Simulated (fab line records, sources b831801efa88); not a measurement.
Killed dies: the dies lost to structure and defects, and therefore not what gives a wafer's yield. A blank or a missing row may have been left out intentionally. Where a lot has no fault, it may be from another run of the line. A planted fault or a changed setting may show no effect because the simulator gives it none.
fab line records -- flow sky130
record lots=9, wafers=27, lastDay=50
route steps=708 shown METAL4@599 CAP2M@616 VIA4@657 PAD_OPEN@708
lots that met no fault: from a run of the same line without faults
startH: hours from the record's opening day to when the first of the lot's shown wafers began -- waitH: hours elapsed since this lot's preceding step -- " same as the row above -- L1.1+2: a row that stands for several wafers -- - no value, or no start given -- * or withheld: withheld -- < > ~ a bound
route shown NAME@n: NAME is a module with steps in the file, n the number in the route of the first one -- usual: the fault-free wafers' mean and standard deviation -- same: alike in all rows -- chamber/n: place in a boat -- sites: readings site by site -- _std_site: their standard deviation -- _edge_site: outer sites' mean less inner sites' -- radiusMm: how far each site lies from the wafer's centre -- mask NAME#n: copy n -- behind: tool/chamber where the wafer was last shaped -- hold: reason for holding the lot/hours on hold/outcome of the hold -- device: the n, p or np transistor that did not switch -- end of line: the same wafers' tests at the end of the route -- for a step that has no rows: nothing shown but its recipe -- killed: at the first sort, the dies lost to defects and structure; wafer yield is something else -- map: the dies of a wafer, with x for killed, . for not killed, _ for no die there
set.NAME: setting as actually run; set.NAME@STEP: the setting as run at that earlier step -- model.NAME: the simulator's own value behind a step, which no gauge read
steps of the route over a sample of lots; a table a step, a row a wafer
services: the hour from which a tool's chamber was out of use, counted from the record's first day as startH (under 0 if before that day), plus the number of hours and why
## steps
# step SKY_METAL4_SPUTTER_01
# recipe material=TiN, targetThkNm=20, powerW=6500, timeS=16.7, chamberPressurePa=0.4
# usual throttleValvePct=30.0/0.78
# same timeS=16.7
lot.wafer,tool,chamber,startH,waitH,throttleValvePct
L157.1,pvdSputter-04,-,954.57,0.0,30.0
L157.4,pvdSputter-04,-,954.57,0.0,30.2
L157.6,pvdSputter-04,-,954.57,0.0,30.0
L160.3,pvdSputter-03,-,972.43,0.0,30.5
L160.4,pvdSputter-03,-,972.43,0.0,31.0
L160.6,pvdSputter-03,-,972.43,0.0,31.5
L167.3,pvdSputter-01,-,1026.04,0.0,30.1
L167.4,pvdSputter-01,-,1026.04,0.0,29.9
L167.6,pvdSputter-01,-,1026.04,0.0,29.8
L169.2,pvdSputter-01,-,1032.24,0.0,29.6
L169.3,pvdSputter-01,-,1032.24,0.0,30.2
L169.4,pvdSputter-01,-,1032.24,0.0,28.4
L172.1,pvdSputter-01,-,1055.83,0.0,30.0
L172.4,pvdSputter-01,-,1055.83,0.0,29.7
L172.6,pvdSputter-01,-,1055.83,0.0,28.2
L173.1,pvdSputter-01,-,1061.75,0.0,29.7
L173.3,pvdSputter-01,-,1061.75,0.0,30.2
L173.6,pvdSputter-01,-,1061.75,0.0,30.1
L174.2,pvdSputter-04,-,1062.54,0.0,30.5
L174.3,pvdSputter-04,-,1062.54,0.0,29.6
L174.6,pvdSputter-04,-,1062.54,0.0,29.7
L176.3,pvdSputter-01,-,1072.45,0.0,28.7
L176.4,pvdSputter-01,-,1072.45,0.0,30.1
L176.6,pvdSputter-01,-,1072.45,0.0,28.0
L177.2,pvdSputter-01,-,1081.86,0.0,29.9
L177.3,pvdSputter-01,-,1081.86,0.0,30.0
L177.5,pvdSputter-01,-,1081.86,0.0,29.7
# step SKY_CAP2M_METAL_ETCH_13
# recipe targetDepthNm=220, stopOn=SiO2, chemistry=Cl2/BCl3, target=TiN, pressureMtorr=10, icpW=913.4, biasW=48.5, Cl2_flow_sccm=60, bcl3FlowSccm=30, timeS=62.9
# usual bcl3FlowSccm=30.01/0.096, drypumpMotorCurrentA=6.0/0.33, oesProductAu=0.941/0.0073, throttleValvePct=21.901/0.01
# same timeS=62.9
lot.wafer,tool,chamber,startH,waitH,bcl3FlowSccm,drypumpMotorCurrentA,oesProductAu,rfHoursCounterH,throttleValvePct
L157.1,rieMetal-04,0,978.31,0.0,30.07,6.1,0.939,14,21.919
L157.4,rieMetal-04,0,978.31,0.0,30.12,6.1,0.942,-,21.916
L157.6,rieMetal-04,0,978.31,0.0,30.10,6.1,0.933,-,21.904
L160.3,rieMetal-04,0,996.14,0.0,29.98,6.1,0.945,-,21.888
L160.4,rieMetal-04,1,996.14,0.0,29.96,6.2,0.952,-,21.907
L160.6,rieMetal-04,1,996.14,0.0,29.78,6.2,0.954,-,21.900
L167.3,rieMetal-02,0,1049.52,0.0,29.97,6.1,0.945,-,21.910
L167.4,rieMetal-02,1,1049.52,0.0,29.97,5.7,0.942,-,21.894
L167.6,rieMetal-02,1,1049.52,0.0,29.93,5.6,0.946,-,21.899
L169.2,rieMetal-02,1,1054.99,0.0,30.14,5.7,0.947,19,21.905
L169.3,rieMetal-02,1,1054.99,0.0,30.09,5.7,0.935,-,21.893
L169.4,rieMetal-02,0,1054.99,0.0,29.97,6.1,0.951,-,21.888
L172.1,rieMetal-01,0,1077.14,0.0,30.07,5.4,0.948,20,21.888
L172.4,rieMetal-01,0,1077.14,0.0,30.05,5.4,0.944,-,21.897
L172.6,rieMetal-01,0,1077.14,0.0,29.97,5.4,0.943,-,21.900
L173.1,rieMetal-04,0,1082.59,0.0,30.18,6.1,0.943,19,21.902
L173.3,rieMetal-04,0,1082.59,0.0,30.10,6.2,0.940,-,21.883
L173.6,rieMetal-04,1,1082.59,0.0,30.01,6.2,0.955,-,21.906
L174.2,rieMetal-02,0,1083.18,0.0,29.93,6.2,0.944,6,21.896
L174.3,rieMetal-02,1,1083.18,0.0,30.01,5.7,0.937,-,21.888
L174.6,rieMetal-02,1,1083.18,0.0,30.07,5.7,0.947,-,21.893
L176.3,rieMetal-04,1,1092.99,0.0,30.06,6.2,0.943,-,21.890
L176.4,rieMetal-04,0,1092.99,0.0,30.10,6.1,0.951,-,21.893
L176.6,rieMetal-04,1,1092.99,0.0,29.87,6.2,0.946,-,21.874
L177.2,rieMetal-04,1,1102.84,0.0,29.91,6.2,0.942,19,21.913
L177.3,rieMetal-04,1,1102.84,0.0,30.13,6.2,0.935,-,21.901
L177.5,rieMetal-04,1,1102.84,0.0,30.12,6.2,0.936,-,21.909
# step SKY_METAL4_DESCUM_15
# recipe chemistry=O2, sourcePowerW=150, biasPowerW=0, pressureMtorr=10, tempC=40, timeS=8
# usual drypumpMotorCurrentA=5.9/0.48, oesProductAu=0.996/0.013
# same timeS=8
lot.wafer,tool,chamber,startH,waitH,drypumpMotorCurrentA,oesProductAu,rfHoursCounterH
L157.1,rieMetal-04,1,1002.85,0.0,6.2,0.974,13
L157.4,rieMetal-04,0,1002.85,0.0,6.1,0.996,-
L157.6,rieMetal-04,1,1002.85,0.0,6.2,0.992,-
L160.3,rieMetal-03,0,1020.21,0.0,6.4,1.011,-
L160.4,rieMetal-03,1,1020.21,0.0,5.0,0.993,-
L160.6,rieMetal-03,1,1020.21,0.0,5.0,0.989,-
L167.3,rieMetal-02,0,1071.81,0.0,6.1,0.976,-
L167.4,rieMetal-02,1,1071.81,0.0,5.7,1.006,-
L167.6,rieMetal-02,1,1071.81,0.0,5.7,1.007,-
L169.2,rieMetal-04,1,1076.92,0.0,6.2,0.987,17
L169.3,rieMetal-04,0,1076.92,0.0,6.0,1.004,-
L169.4,rieMetal-04,1,1076.92,0.0,6.2,0.995,-
L172.1,rieMetal-04,0,1098.00,0.0,6.1,0.990,20
L172.4,rieMetal-04,0,1098.00,0.0,6.1,1.000,-
L172.6,rieMetal-04,0,1098.00,0.0,6.1,0.986,-
L173.1,rieMetal-03,0,1103.38,0.0,6.4,1.014,19
L173.3,rieMetal-03,1,1103.38,0.0,5.0,0.981,-
L173.6,rieMetal-03,0,1103.38,0.0,6.4,1.017,-
L174.2,rieMetal-04,0,1104.27,0.0,6.0,0.985,20
L174.3,rieMetal-04,1,1104.27,0.0,6.2,0.984,-
L174.6,rieMetal-04,0,1104.27,0.0,6.1,0.990,-
L176.3,rieMetal-03,1,1113.69,0.0,5.0,1.001,-
L176.4,rieMetal-03,0,1113.69,0.0,6.4,1.020,-
L176.6,rieMetal-03,1,1113.69,0.0,5.0,0.997,-
L177.2,rieMetal-04,0,1124.12,0.0,6.1,1.000,22
L177.3,rieMetal-04,1,1124.12,0.0,6.2,0.982,-
L177.5,rieMetal-04,0,1124.12,0.0,6.1,1.000,-
# step SKY_VIA4_CVD_18
# recipe material=W, targetThkNm=505, timeS=152.14, tempC=402.1, pressureTorr=40
# usual heaterPowerW=842/76, susceptorTempC=402.09/0.22
lot.wafer,tool,chamber,startH,waitH,heaterPowerW,susceptorTempC
L157.1,cvdW-02,1,1027.02,0.0,892,402.39
L157.4,cvdW-02,1,1027.02,0.0,900,402.60
L157.6,cvdW-02,1,1027.02,0.0,898,402.52
L160.3,cvdW-02,0,1044.63,0.1,738,401.90
L160.4,cvdW-02,1,1044.63,0.1,901,402.03
L160.6,cvdW-02,1,1044.63,0.1,892,402.07
L167.3,cvdW-02,1,1094.50,0.1,884,401.80
L167.4,cvdW-02,0,1094.50,0.1,755,401.94
L167.6,cvdW-02,1,1094.50,0.1,879,401.85
L169.2,cvdW-02,1,1099.45,0.0,892,401.96
L169.3,cvdW-02,1,1099.45,0.0,895,402.03
L169.4,cvdW-02,0,1099.45,0.0,768,402.30
L172.1,cvdW-02,0,1119.77,0.0,751,402.52
L172.4,cvdW-02,0,1119.77,0.0,754,402.06
L172.6,cvdW-02,0,1119.77,0.0,720,402.23
L173.1,cvdW-01,1,1125.69,0.0,933,402.15
L173.3,cvdW-01,0,1125.69,0.0,851,401.95
L173.6,cvdW-01,0,1125.69,0.0,874,402.01
L174.2,cvdW-02,0,1125.84,0.0,749,402.04
L174.3,cvdW-02,1,1125.84,0.0,884,402.09
L174.6,cvdW-02,0,1125.84,0.0,749,401.97
L176.3,cvdW-02,1,1135.63,0.1,914,402.56
L176.4,cvdW-02,0,1135.63,0.1,757,401.82
L176.6,cvdW-02,1,1135.63,0.1,902,402.51
L177.2,cvdW-02,1,1145.22,0.0,915,402.19
L177.3,cvdW-02,1,1145.22,0.0,920,402.36
L177.5,cvdW-02,0,1145.22,0.0,753,402.15
# step SKY_VIA4_RS_MEAS_19
# recipe thkMeasGauge=four-point-probe, reads=W_of_VIA4_CVD_18+TiN_of_VIA4_SPUTTER_17
# usual VIA4_W_RS=0.216/0.0046
lot.wafer,tool,chamber,startH,waitH,hold,VIA4_W_RS[ohm/sq]
L157.1,filmMetro-03,-,1027.18,0.1,awaitDispo/0.2h/release,0.152
L157.4,filmMetro-03,-,1027.18,0.1,awaitDispo/0.2h/release,0.152
L157.6,filmMetro-03,-,1027.18,0.1,awaitDispo/0.2h/release,0.152
L157.1,filmMetro-03,-,1027.47,0.3,-,0.151
L157.4,filmMetro-03,-,1027.47,0.3,-,0.152
L157.6,filmMetro-03,-,1027.47,0.3,-,0.152
L160.3,filmMetro-02,-,1044.77,0.1,awaitDispo/0.2h/release,0.157
L160.4,filmMetro-02,-,1044.77,0.1,awaitDispo/0.2h/release,0.150
L160.6,filmMetro-02,-,1044.77,0.1,awaitDispo/0.2h/release,0.151
L160.3,filmMetro-02,-,1045.06,0.3,-,0.157
L160.4,filmMetro-02,-,1045.06,0.3,-,0.150
L160.6,filmMetro-02,-,1045.06,0.3,-,0.151
L167.3,filmMetro-01,-,1094.64,0.1,-,0.210
L167.4,filmMetro-01,-,1094.64,0.1,-,0.219
L167.6,filmMetro-01,-,1094.64,0.1,-,0.208
L169.2,filmMetro-03,-,1099.62,0.1,-,0.209
L169.3,filmMetro-03,-,1099.62,0.1,-,0.208
L169.4,filmMetro-03,-,1099.62,0.1,-,0.221
L172.1,filmMetro-02,-,1119.92,0.1,-,0.218
L172.4,filmMetro-02,-,1119.92,0.1,-,0.222
L172.6,filmMetro-02,-,1119.92,0.1,-,0.220
L173.1,filmMetro-01,-,1125.84,0.1,-,0.215
L173.3,filmMetro-01,-,1125.84,0.1,-,0.215
L173.6,filmMetro-01,-,1125.84,0.1,-,0.214
L174.2,filmMetro-02,-,1126.01,0.1,-,0.221
L174.3,filmMetro-02,-,1126.01,0.1,-,0.210
L174.6,filmMetro-02,-,1126.01,0.1,-,0.225
L176.3,filmMetro-02,-,1135.77,0.1,-,0.211
L176.4,filmMetro-02,-,1135.77,0.1,-,0.220
L176.6,filmMetro-02,-,1135.77,0.1,-,0.210
L177.2,filmMetro-01,-,1145.40,0.1,-,0.212
L177.3,filmMetro-01,-,1145.40,0.1,-,0.210
L177.5,filmMetro-01,-,1145.40,0.1,-,0.220
# step SKY_VIA4_THK_MEAS_20
# recipe thkMeasGauge=xrf, reads=W_of_VIA4_CVD_18
# usual VIA4_W_THK=517/12
lot.wafer,tool,chamber,startH,waitH,hold,VIA4_W_THK[nm]
L157.1,filmMetro-03,-,1031.44,4.0,awaitDispo/0.2h/release,718
L157.4,filmMetro-03,-,1031.44,4.0,awaitDispo/0.2h/release,715
L157.6,filmMetro-03,-,1031.44,4.0,awaitDispo/0.2h/release,710
L157.1,filmMetro-03,-,1031.67,0.2,-,724
L157.4,filmMetro-03,-,1031.67,0.2,-,718
L157.6,filmMetro-03,-,1031.67,0.2,-,714
L160.3,filmMetro-02,-,1047.82,2.7,awaitDispo/0.2h/release,713
L160.4,filmMetro-02,-,1047.82,2.7,awaitDispo/0.2h/release,742
L160.6,filmMetro-02,-,1047.82,2.7,awaitDispo/0.2h/release,738
L160.3,filmMetro-02,-,1048.11,0.3,-,719
L160.4,filmMetro-02,-,1048.11,0.3,-,740
L160.6,filmMetro-02,-,1048.11,0.3,-,742
L167.3,filmMetro-01,-,1094.74,0.1,-,533
L167.4,filmMetro-01,-,1094.74,0.1,-,509
L167.6,filmMetro-01,-,1094.74,0.1,-,537
L169.2,filmMetro-03,-,1099.73,0.1,-,531
L169.3,filmMetro-03,-,1099.73,0.1,-,530
L169.4,filmMetro-03,-,1099.73,0.1,-,506
L172.1,filmMetro-02,-,1120.04,0.1,-,511
L172.4,filmMetro-02,-,1120.04,0.1,-,506
L172.6,filmMetro-02,-,1120.04,0.1,-,506
L173.1,filmMetro-01,-,1125.96,0.1,-,519
L173.3,filmMetro-01,-,1125.96,0.1,-,518
L173.6,filmMetro-01,-,1125.96,0.1,-,515
L174.2,filmMetro-02,-,1126.12,0.1,-,504
L174.3,filmMetro-02,-,1126.12,0.1,-,532
L174.6,filmMetro-02,-,1126.12,0.1,-,497
L176.3,filmMetro-02,-,1135.87,0.1,-,528
L176.4,filmMetro-02,-,1135.87,0.1,-,505
L176.6,filmMetro-02,-,1135.87,0.1,-,532
L177.2,filmMetro-01,-,1145.51,0.1,-,527
L177.3,filmMetro-01,-,1145.51,0.1,-,533
L177.5,filmMetro-01,-,1145.51,0.1,-,507
# step SKY_VIA4_CMP_21
# recipe stopOn=SiO2, tOverpolishS=25, downForcePsi=3.5, platenRpm=60, targetThkNm=0, padVelocityMS=0.94248
# usual headPressurePsi=3.500/0.0089, motorCurrentA=10.8/1.2, timeToEndpointS=127/6.4
lot.wafer,tool,chamber,startH,waitH,hold,headPressurePsi,motorCurrentA,timeToEndpointS
L157.4,cmp-01,3,1032.34,0.6,awaitDispo/0.6h/release,3.502,10.1,185
L157.1,cmp-01,2,1032.34,0.6,awaitDispo/0.6h/release,3.500,9.5,179
L157.6,cmp-01,3,1032.34,0.6,awaitDispo/0.6h/release,3.507,9.4,186
L160.3,cmp-02,0,1049.17,1.1,awaitDispo/0.9h/release,3.493,10.1,171
L160.4,cmp-02,1,1049.17,1.1,awaitDispo/0.9h/release,3.484,11.2,194
L160.6,cmp-02,3,1049.17,1.1,awaitDispo/0.9h/release,3.514,13.3,179
L167.4,cmp-02,3,1094.83,0.1,-,3.496,13.2,124
L167.3,cmp-02,0,1094.83,0.1,-,3.499,9.8,128
L167.6,cmp-02,2,1094.83,0.1,-,3.499,11.2,136
L169.4,cmp-01,2,1099.83,0.1,-,3.507,9.6,119
L169.3,cmp-01,3,1099.83,0.1,-,3.506,10.0,130
L169.2,cmp-01,0,1099.83,0.1,-,3.505,11.4,131
L172.4,cmp-02,3,1120.27,0.2,-,3.487,13.5,121
L172.1,cmp-02,1,1120.27,0.2,-,3.492,10.6,136
L172.6,cmp-02,3,1120.27,0.2,-,3.498,13.7,119
L173.1,cmp-02,1,1126.02,0.1,-,3.501,10.4,138
L173.3,cmp-02,0,1126.02,0.1,-,3.502,10.1,123
L173.6,cmp-02,1,1126.02,0.1,-,3.495,10.9,137
L174.2,cmp-01,3,1126.22,0.1,-,3.502,10.4,120
L174.3,cmp-01,0,1126.22,0.1,-,3.484,11.7,127
L174.6,cmp-01,3,1126.22,0.1,-,3.498,9.6,118
L176.3,cmp-02,3,1136.17,0.3,-,3.499,12.8,133
L176.4,cmp-02,0,1136.17,0.3,-,3.497,9.9,125
L176.6,cmp-02,2,1136.17,0.3,-,3.489,11.9,135
L177.3,cmp-02,1,1146.00,0.5,-,3.490,11.2,148
L177.2,cmp-02,0,1146.00,0.5,-,3.517,10.3,133
L177.5,cmp-02,2,1146.00,0.5,-,3.503,10.9,135
# step SKY_PAD_OPEN_PROBE_99
# usual defectLimitedYield=82.4/2, killed_at_M0_to_M3=43/6.6, killed_at_M4_up=3.0/1.7, killedAtContacts=24/5.4, killedAtFrontEnd=16/4.6, killedAtOther=0.3/0.53, killedDies=87/9.7, killedOpen=47/7.3, killedShort=39/6.5, sort_bin_3_pad_short=0.9/0.41, sort_bin_5_function=10.4/1.4, sort_bin_6_memory=6.3/1.2, sortNPass=405/9.7, sortYieldPct=82.4/2
# same grossDies=492, killedAtBackSide=0, sort_bin_4_leakage[%]=0, sort_bin_8_speed[%]=0
lot.wafer,tool,chamber,startH,waitH,defectLimitedYield[%],killed_at_M0_to_M3,killed_at_M4_up,killedAtContacts,killedAtFrontEnd,killedAtOther,killedDies,killedOpen,killedShort,sort_bin_3_pad_short[%],sort_bin_5_function[%],sort_bin_6_memory[%],sortNPass,sortYieldPct[%]
L157.1,prober-02,-,1095.76,0.1,83.9,39,2,23,14,1,79,43,36,0.8,9.8,5.5,413,83.9
L157.4,prober-02,-,1095.91,0.2,82.1,42,6,25,14,1,88,45,43,1.0,12.0,4.9,404,82.1
L157.6,prober-02,-,1096.01,0.2,81.9,45,0,27,17,0,89,48,41,0.2,11.6,6.3,403,81.9
L160.3,prober-01,-,1111.53,0.2,83.9,38,4,20,17,0,79,43,35,0.6,8.7,6.7,413,83.9
L160.4,prober-01,-,1111.58,0.2,80.1,46,4,34,14,0,98,56,42,1.2,11.0,7.7,394,80.1
L160.6,prober-01,-,1111.68,0.2,81.9,42,3,26,18,0,89,56,31,1.0,11.0,6.1,403,81.9
L167.3,prober-01,-,1156.03,0.2,79.7,56,2,19,23,0,100,55,45,1.2,13.2,5.9,392,79.7
L167.4,prober-01,-,1156.08,0.2,77.2,53,4,24,30,1,112,65,46,1.4,13.6,7.7,380,77.2
L167.6,prober-01,-,1156.18,0.2,82.3,35,1,30,21,0,87,50,37,1.0,9.6,7.1,405,82.3
L169.2,prober-01,-,1161.30,0.1,83.9,33,3,25,18,0,79,34,45,0.6,10.6,4.9,413,83.9
L169.3,prober-01,-,1161.35,0.2,82.5,36,7,21,22,0,86,48,38,1.2,9.6,6.7,406,82.5
L169.4,prober-01,-,1161.40,0.2,81.7,45,3,21,21,0,90,46,44,1.0,11.0,6.3,402,81.7
L174.2,prober-02,-,1183.61,0.1,83.9,47,5,8,19,0,79,39,40,0.8,9.1,6.1,413,83.9
L174.3,prober-02,-,1183.66,0.2,85.6,37,1,14,19,0,71,37,34,0.6,7.7,6.1,421,85.6
L174.6,prober-02,-,1183.81,0.2,81.5,46,3,28,14,0,91,46,44,1.0,9.3,8.1,401,81.5
L176.3,prober-02,-,1191.23,0.2,84.3,37,1,23,16,0,77,41,36,0.8,8.7,6.1,415,84.3
L176.4,prober-02,-,1191.28,0.2,84.6,36,2,17,21,0,76,46,30,0.8,8.9,5.7,416,84.6
L176.6,prober-02,-,1191.38,0.2,84.3,46,2,18,11,0,77,42,35,0.8,9.3,5.5,415,84.3
# killed by level:class
L157.1 LI_CONTACT:geometricParticle:open=10 VIA1:geometricParticle:open=6 VIA2:geometricParticle:open=6 METAL2:geometricParticle:short=5 CONTACT:geometricParticle:short=5 CONTACT:geometricParticle:open=5 FIELD_ISO:geometricParticle:open=4 VIA2:geometricParticle:short=4
L157.4 METAL1:geometricParticle:short=10 VIA1:geometricParticle:open=8 FIELD_ISO:geometricParticle:short=6 VIA3:geometricParticle:open=6 LI_CONTACT:geometricParticle:open=5 LOCAL_INTERCONNECT:geometricParticle:short=5 CONTACT:geometricParticle:open=5 FIELD_ISO:geometricParticle:open=4
L157.6 LI_CONTACT:geometricParticle:open=9 CONTACT:geometricParticle:open=9 VIA2:geometricParticle:open=9 METAL1:geometricParticle:short=7 POLY_GATE:geometricParticle:open=6 VIA1:geometricParticle:short=6 LOCAL_INTERCONNECT:geometricParticle:short=6 VIA1:geometricParticle:open=5
L160.3 VIA1:geometricParticle:open=10 VIA2:geometricParticle:open=8 LI_CONTACT:geometricParticle:open=7 CONTACT:geometricParticle:open=7 POLY_GATE:geometricParticle:short=5 METAL2:geometricParticle:short=5 FIELD_ISO:geometricParticle:short=4 VIA3:geometricParticle:short=4
L160.4 VIA1:geometricParticle:open=14 CONTACT:geometricParticle:open=12 LI_CONTACT:geometricParticle:open=9 CONTACT:geometricParticle:short=7 VIA3:geometricParticle:open=6 METAL2:geometricParticle:short=6 FIELD_ISO:geometricParticle:short=5 POLY_GATE:geometricParticle:open=4
L160.6 LI_CONTACT:geometricParticle:open=10 CONTACT:geometricParticle:open=9 VIA1:geometricParticle:open=9 POLY_GATE:geometricParticle:open=8 VIA3:geometricParticle:open=8 VIA2:geometricParticle:open=5 VIA1:geometricParticle:short=5 FIELD_ISO:geometricParticle:short=4
L167.3 VIA1:geometricParticle:open=16 FIELD_ISO:geometricParticle:short=9 VIA3:geometricParticle:open=9 CONTACT:geometricParticle:open=7 METAL1:geometricParticle:short=7 FIELD_ISO:geometricParticle:open=5 LI_CONTACT:geometricParticle:open=5 VIA3:geometricParticle:short=5
L167.4 POLY_GATE:geometricParticle:open=11 CONTACT:geometricParticle:open=11 VIA3:geometricParticle:open=9 VIA1:geometricParticle:open=9 FIELD_ISO:geometricParticle:short=8 METAL2:geometricParticle:short=8 VIA2:geometricParticle:open=8 METAL1:geometricParticle:short=6
L167.6 METAL1:geometricParticle:short=12 LI_CONTACT:geometricParticle:open=9 CONTACT:geometricParticle:open=9 VIA1:geometricParticle:open=8 FIELD_ISO:geometricParticle:open=7 CONTACT:geometricParticle:short=7 POLY_GATE:geometricParticle:open=5 METAL1:geometricParticle:open=4
L169.2 VIA1:geometricParticle:open=8 CONTACT:geometricParticle:short=7 CONTACT:geometricParticle:open=7 METAL3:geometricParticle:short=7 FIELD_ISO:geometricParticle:short=5 POLY_GATE:geometricParticle:short=5 LI_CONTACT:geometricParticle:open=5 VIA1:geometricParticle:short=5
L169.3 VIA1:geometricParticle:open=10 CONTACT:geometricParticle:open=6 VIA1:geometricParticle:short=6 FIELD_ISO:geometricParticle:open=5 CONTACT:geometricParticle:short=5 LI_CONTACT:geometricParticle:open=5 METAL4:geometricParticle:short=5 VIA2:geometricParticle:open=5
L169.4 CONTACT:geometricParticle:open=9 VIA1:geometricParticle:open=9 VIA2:geometricParticle:open=7 CONTACT:geometricParticle:short=7 POLY_GATE:geometricParticle:short=6 FIELD_ISO:geometricParticle:open=5 METAL1:geometricParticle:short=5 VIA1:geometricParticle:short=5
L174.2 VIA1:geometricParticle:open=12 METAL2:geometricParticle:short=7 VIA2:geometricParticle:open=7 POLY_GATE:geometricParticle:short=5 METAL1:geometricParticle:short=5 METAL4:geometricParticle:short=5 FIELD_ISO:geometricParticle:open=4 VIA3:geometricParticle:open=4
L174.3 VIA1:geometricParticle:open=9 FIELD_ISO:geometricParticle:short=6 CONTACT:geometricParticle:open=6 METAL1:geometricParticle:short=5 VIA2:geometricParticle:open=5 POLY_GATE:geometricParticle:open=4 VIA3:geometricParticle:open=4 LOCAL_INTERCONNECT:geometricParticle:short=3
L174.6 VIA1:geometricParticle:open=11 CONTACT:geometricParticle:open=8 VIA1:geometricParticle:short=6 POLY_GATE:geometricParticle:short=5 LI_CONTACT:geometricParticle:open=5 METAL1:geometricParticle:short=5 METAL3:geometricParticle:short=5 LI_CONTACT:geometricParticle:short=4
L176.3 CONTACT:geometricParticle:open=8 VIA2:geometricParticle:open=8 LI_CONTACT:geometricParticle:open=6 CONTACT:geometricParticle:short=6 POLY_GATE:geometricParticle:short=5 VIA1:geometricParticle:open=5 METAL1:geometricParticle:short=5 VIA3:geometricParticle:open=5
L176.4 POLY_GATE:geometricParticle:open=10 VIA1:geometricParticle:open=10 VIA2:geometricParticle:open=6 VIA3:geometricParticle:open=6 LOCAL_INTERCONNECT:geometricParticle:short=5 CONTACT:geometricParticle:open=5 FIELD_ISO:geometricParticle:short=4 FIELD_ISO:geometricParticle:open=3
L176.6 VIA1:geometricParticle:open=10 METAL1:geometricParticle:short=8 VIA3:geometricParticle:open=7 LI_CONTACT:geometricParticle:open=5 VIA2:geometricParticle:open=5 FIELD_ISO:geometricParticle:open=4 FIELD_ISO:geometricParticle:short=4 LI_CONTACT:geometricParticle:short=4
## services
tool,chamber,startH,hours,kind
cmp-01,-,934.22,7.1,pm
cvdW-01,-,944.07,14.6,pm
cmp-02,-,946.04,0.3,repair
cvdW-02,-,958.67,2.8,pm
cmp-02,-,958.98,1.1,repair
cvdW-02,-,962.29,2.4,repair
rieMetal-04,0,978.79,14.7,repair
pvdSputter-03,-,985.08,0.5,repair
cvdW-01,-,1010.57,6.0,pm
pvdSputter-03,-,1020.49,6.9,repair
rieMetal-01,-,1038.43,0.6,repair
cmp-02,-,1039.52,1.0,repair
cmp-02,-,1053.24,7.1,pm
rieMetal-01,1,1058.09,25.6,repair
pvdSputter-03,-,1076.73,8.2,repair
cvdW-01,-,1076.81,2.7,repair
cmp-01,-,1084.15,4.0,pm
rieMetal-02,1,1089.33,14.9,repair
cvdW-02,-,1097.60,1.1,repair
cvdW-02,1,1110.43,2.1,repair
cmp-01,-,1114.22,2.3,repair
pvdSputter-01,-,1122.18,3.7,repair
rieMetal-03,-,1129.91,0.7,repair
cmp-01,-,1134.70,11.6,repair
## key
firstSign step=SKY_VIA4_RS_MEAS_19, reading=visit, direction=added
effect step=SKY_VIA4_RS_MEAS_19, reading=VIA4_W_RS, direction=down, sigmas=14, usual=0.216, struck=0.152
effect step=SKY_VIA4_THK_MEAS_20, reading=visit, direction=added
effect step=SKY_VIA4_THK_MEAS_20, reading=VIA4_W_THK, direction=up, sigmas=18, usual=517, struck=723
effect step=SKY_VIA4_CMP_21, reading=timeToEndpointS, direction=up, sigmas=8.6, usual=*, struck=*
metAt SKY_VIA4_CVD_18
struckLots L157,L160
notActingAt SKY_METAL4_SPUTTER_01,SKY_CAP2M_METAL_ETCH_13,SKY_METAL4_DESCUM_15
fault kind=processParameterDrift, tool=cvdW-02, chamber=-, onsetH=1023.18, steps=SKY_VIA4_CVD_18, channel=targetThkNm, offset=194.88, shape=step, endH=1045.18, actsIn=theseRecipesOnly, stated=505
